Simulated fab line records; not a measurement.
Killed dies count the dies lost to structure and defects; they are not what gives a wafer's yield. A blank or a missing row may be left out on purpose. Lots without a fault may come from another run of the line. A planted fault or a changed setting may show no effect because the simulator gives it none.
Code-filled problem report in 8D (eight disciplines) form + flow sky130 + the parts of the form that need people (team, actions taken, sign-off) are left out

## 1. PROBLEM STATEMENT
Across 6 wafers from 2 lots, SD_N_RS at SKY_SD_N_RS_MEAS_16 averages 70.64 ohm/sq, while fault-free wafers read 68.49 ohm/sq with a standard deviation of 0.11. That puts it +20 standard deviations away from the usual mean.
The step: measures by four-point-probe.
Seen first at day 32 08:42 on film metro-04, wafer L825.1. At this step, 33 wafers from 11 lots have a number in the record. The rule behind "out" and "out of limits": a value lying over 4 standard deviations away from the usual mean. Any other wafer with a number is counted as sound.

## 2. WHAT IT IS, AND WHAT IT ISN'T
| question                    | is                           | is not                                                                          |
|-----------------------------|------------------------------|---------------------------------------------------------------------------------|
| which readings at this step | SD_N_RS                      | -                                                                               |
| which lots                  | L825, L826                   | L811, L812, L813, L814, L815, L816, L831, L832, L833                            |
| which wafers of those lots  | all that have a number       | -                                                                               |
| read on which gauges        | film metro-02, film metro-04 | film metro-03                                                                   |
| when                        | from day 32 08:42            | up to then (18 sound wafers); but 9 sound wafers of L831, L832, L833 came after |

## 3. WHAT RULES OUT EACH SUSPECT
Counting: a tool at a process step up to the reading stays a suspect if it ran every lot that is out and no sound lot after the first of them.
- the gauge at SKY_SD_N_RS_MEAS_16 has been ruled out. The wafers that are out were read on 2 gauges (film metro-02, film metro-04).
- rtp anneal-01 at SKY_SD_N_RTA_14 (time 2 s): kept. It ran every lot that is out, first L825 (day 32 08:31), and no sound lot after that; its last sound lot up to then is L816 (day 29 14:10). On those wafers its own readings are out: lamp power pct.
After counting, what remains is rtp anneal-01 at SKY_SD_N_RTA_14.

## 4. THE CAUSE (what the simulator had put in)
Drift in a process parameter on rtp anneal-01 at SKY_SD_N_RTA_14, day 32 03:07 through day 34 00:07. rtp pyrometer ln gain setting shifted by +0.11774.
Counting left only this tool.

## 5. THE CHAIN OF EFFECTS, in route order
Each row: a reading whose mean over the struck wafers that have a number lies more than 3 standard deviations from the usual. Scope: only readings with a usual standard deviation given in the record; hours: median across lots of the time from each lot's start at the first step in this table that gives one to its start at this step; sigmas: change in usual standard deviations.
| hours | step                | reading        | usual        | on struck wafers | change | sigmas |
|-------|---------------------|----------------|--------------|------------------|--------|--------|
| 0     | SKY_SD_N_RTA_14     | lamp power pct | 15.73 %      | 15.23            | -0.50  | -9.3   |
| 0     | SKY_SD_N_RS_MEAS_16 | SD_N_RS        | 68.49 ohm/sq | 70.64            | +2.15  | +20    |
| 0     | SKY_SD_N_RS_MEAS_17 | SD_P_RS        | 148.2 ohm/sq | 160.6            | +12.4  | +34    |
It contains these process steps:
- SKY_SD_N_RTA_14: time 2 s.

## 6. HOW IT WOULD HAVE BEEN CAUGHT EARLIER
6 hours passed between the start of the fault at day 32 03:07 and the first reading out of limits at a measuring or inspecting step in this record, taken at day 32 08:42.
Tool's own readings at SKY_SD_N_RTA_14, lamp power pct: out on all struck wafers the step has rows for; an alarm limit on them would have tripped on the first.
L826, from the lots that are out (2), started SKY_SD_N_RTA_14 on rtp anneal-01 later than day 32 08:42. Holding the tool at that time would have saved it.
